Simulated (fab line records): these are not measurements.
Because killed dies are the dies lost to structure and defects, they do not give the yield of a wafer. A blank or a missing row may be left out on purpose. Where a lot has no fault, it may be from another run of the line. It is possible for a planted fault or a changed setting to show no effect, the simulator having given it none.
The same fault as seen by 2 desks + flow gf180mcu + each desk holds nothing but its own numbers, with what lay behind them at the end

== FOR THE TOOL OWNER'S DESK: lpcvd-02 ==
The tool's own readings at GF_HV_LDD_CVD_56 (deposits Si3N4 from DCS/NH3, target thk 90 nm, time 1543 s): means of the sampled wafers that have a number, for each lot that ran on this tool. A lot is out of limits, marked OUT, if its mean lies more than 4 standard deviations from the usual mean; the brackets give that distance.
Columns: A = spike tc bottom C at GF_HV_LDD_CVD_56, usual 789.1 C; B = spike tc centre C at GF_HV_LDD_CVD_56, usual 771.7 C; C = spike tc lower C at GF_HV_LDD_CVD_56, usual 769.4 C; D = spike tc top C at GF_HV_LDD_CVD_56, usual 782 C; E = spike tc upper C at GF_HV_LDD_CVD_56, usual 769.7 C; F = susceptor temp C at GF_HV_LDD_CVD_56, usual 770.1 C
| lot  | first seen here | A               | B               | C               | D              | E               | F               |
|------|-----------------|-----------------|-----------------|-----------------|----------------|-----------------|-----------------|
| L896 | day 12 05:59    | 791.5           | 771.3           | 768.9           | 775            | 767.9           | 770.1           |
| L898 | day 13 00:15    | 790.3           | 771.5           | 769.3           | 784            | 769.8           | 770.5           |
| L901 | day 14 04:39    | 765.2 (-15) OUT | 748.1 (-24) OUT | 744.9 (-22) OUT | 761 (-5.1) OUT | 745.2 (-20) OUT | 746.1 (-75) OUT |
| L913 | day 18 12:26    | 791.1           | 771.9           | 769.1           | 776            | 769.5           | 769.9           |
| L915 | day 18 21:29    | 790.5           | 772.0           | 768.8           | 775            | 769.4           | 770.2           |
| L917 | day 19 15:20    | 788.3           | 771.7           | 768.9           | 783            | 769.2           | 769.5           |
Finding of this desk: L901 out of limits; the first was L901 at day 14 04:39, on spike tc bottom C at GF_HV_LDD_CVD_56. L896, L898, L913, L915, L917: within limits.

== THE METROLOGY DESK ==
What the gauges read for every lot (on any tool): the sampled wafers with a number, averaged. A lot is out of limits, marked OUT, if its mean lies more than 4 standard deviations from the usual mean; the brackets give that distance.
Columns: A = HV_LDD_CVD_56_THK at GF_HV_LDD_THK_MEAS_57, usual 90.3 nm; B = V1_CVD_00_THK at GF_V1_THK_MEAS_01, usual 603 nm
| lot  | first seen here | A              | B   |
|------|-----------------|----------------|-----|
| L896 | day 12 07:25    | 90.4           | 604 |
| L898 | day 13 01:41    | 90.4           | 604 |
| L901 | day 14 06:05    | 55.6 (-48) OUT | 608 |
| L910 | day 17 03:52    | 91.1           | 602 |
| L911 | day 17 17:16    | 90.6           | 599 |
| L913 | day 18 13:52    | 90.6           | 605 |
| L914 | day 18 18:22    | 90.4           | 606 |
| L915 | day 18 22:56    | 91.3           | 597 |
| L916 | day 19 07:41    | 90.5           | 602 |
| L917 | day 19 16:47    | 89.2           | 596 |
| L919 | day 20 11:52    | 91.1           | 606 |
This desk's result: L901 out of limits, first on L901 (HV_LDD_CVD_56_THK at GF_HV_LDD_THK_MEAS_57), day 14 06:05. L896, L898, L910, L911, L913, L914, L915, L916, L917, L919: within limits.

== ALL TOGETHER ==
At day 14 04:39, on L901, the tool owner's desk was in a position to raise an alarm.
An alarm was possible from the metrology desk at day 14 06:05, on L901.
Of the lots named, all ran GF_HV_LDD_CVD_56 on lpcvd-02.

== WHAT WAS PUT IN BY THE SIMULATOR ==
lpcvd-02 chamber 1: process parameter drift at GF_HV_LDD_CVD_56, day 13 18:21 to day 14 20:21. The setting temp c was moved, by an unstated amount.
Lots struck among those shown: L901.
Time in hours from fault onset to the first out-of-limits reading at each desk: tool owner's desk 10, metrology desk 12.
